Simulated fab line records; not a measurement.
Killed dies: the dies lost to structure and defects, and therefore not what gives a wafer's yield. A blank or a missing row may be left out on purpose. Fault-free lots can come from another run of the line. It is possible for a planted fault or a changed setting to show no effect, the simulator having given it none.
Problem report, 8D (eight disciplines) form, completed by code + flow sky130 + the parts of the form that need people (team, actions taken, sign-off) are left out

1. PROBLEM STATEMENT
At SKY_LDD_P_CD_MEAS_07, cd_nm averages 298.9 nm over 6 wafers from 2 lots, while fault-free wafers read 380.3 nm, standard deviation 2.8. Relative to the usual mean, that is a shift of -29 standard deviations.
The step: target cd 380 nm.
Earliest sighting: wafer L213.3 on cd_sem-01 at day 22 19:40. The record holds 42 wafers of 14 lots with a number at this step. Rule for "out" (also "out of limits"): further than 4 standard deviations from the usual mean. The rest of the wafers with a number are treated as sound.

2. WHAT IT IS AND WHAT IT IS NOT
| question                    | is                     | is not                                                                                             |
|-----------------------------|------------------------|----------------------------------------------------------------------------------------------------|
| which readings at this step | cd_nm                  | -                                                                                                  |
| which lots                  | L213, L214             | L205, L206, L208, L209, L210, L211, L221, L222, L223, L225, L226, L227                             |
| which wafers of those lots  | all that have a number | -                                                                                                  |
| read on which gauges        | cd_sem-01, cd_sem-02   | -                                                                                                  |
| when                        | from day 22 19:40      | up to then (18 sound wafers); but 18 sound wafers of L221, L222, L223, L225, L226, L227 came after |

3. SUSPECTS, AND WHAT RULES EACH OUT
Counting: a tool at a process step up to the reading stays a suspect if it ran every lot that is out and no sound lot after the first of them.
- the gauge at SKY_LDD_P_CD_MEAS_07 is ruled out. Those wafers that are out were read across 2 gauges (cd_sem-01, cd_sem-02).
- litho_track-01 at SKY_LDD_P_DEVELOP_06 (develop time 60 s): ruled out as a lasting fault. Sound lots L221, L223, L226 ran on it after its first lot that is out, L213 (day 22 19:32).
Left after counting: nothing in the record.

4. THE CAUSE (what the simulator had put in)
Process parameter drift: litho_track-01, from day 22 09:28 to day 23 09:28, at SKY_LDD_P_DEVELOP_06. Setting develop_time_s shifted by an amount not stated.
It was ruled out by counting, in error; the rule expects a fault to strike all lots run on its tool from its start on, and this fault did not.

5. THE EFFECT CHAIN, in route order
Each row: a reading where the mean over the struck wafers with a number is more than 3 standard deviations away from the usual. Readings are gone through only where the record gives a usual standard deviation; hours: the median, over the lots, of the time from a lot's start at the first step in this table giving one to that lot's start at this step; sigmas: the change measured in usual standard deviations.
| hours | step                 | reading | usual    | on struck wafers | change | sigmas |
|-------|----------------------|---------|----------|------------------|--------|--------|
| 0     | SKY_LDD_P_CD_MEAS_07 | cd_nm   | 380.3 nm | 298.9            | -81.4  | -29    |
At these later measuring or inspecting steps, every struck wafer for which the step has a row has a number for every such reading, and none has moved that far: SKY_LDD_P_TW_MEAS_11, SKY_LDD_HVN_TW_MEAS_10, SKY_LDD_LDN_OVL_MEAS_07.

6. HOW IT WOULD HAVE BEEN CAUGHT EARLIER
10 hours passed between the start of the fault at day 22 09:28 and the first reading out of limits at a measuring or inspecting step in this record, taken at day 22 19:40.
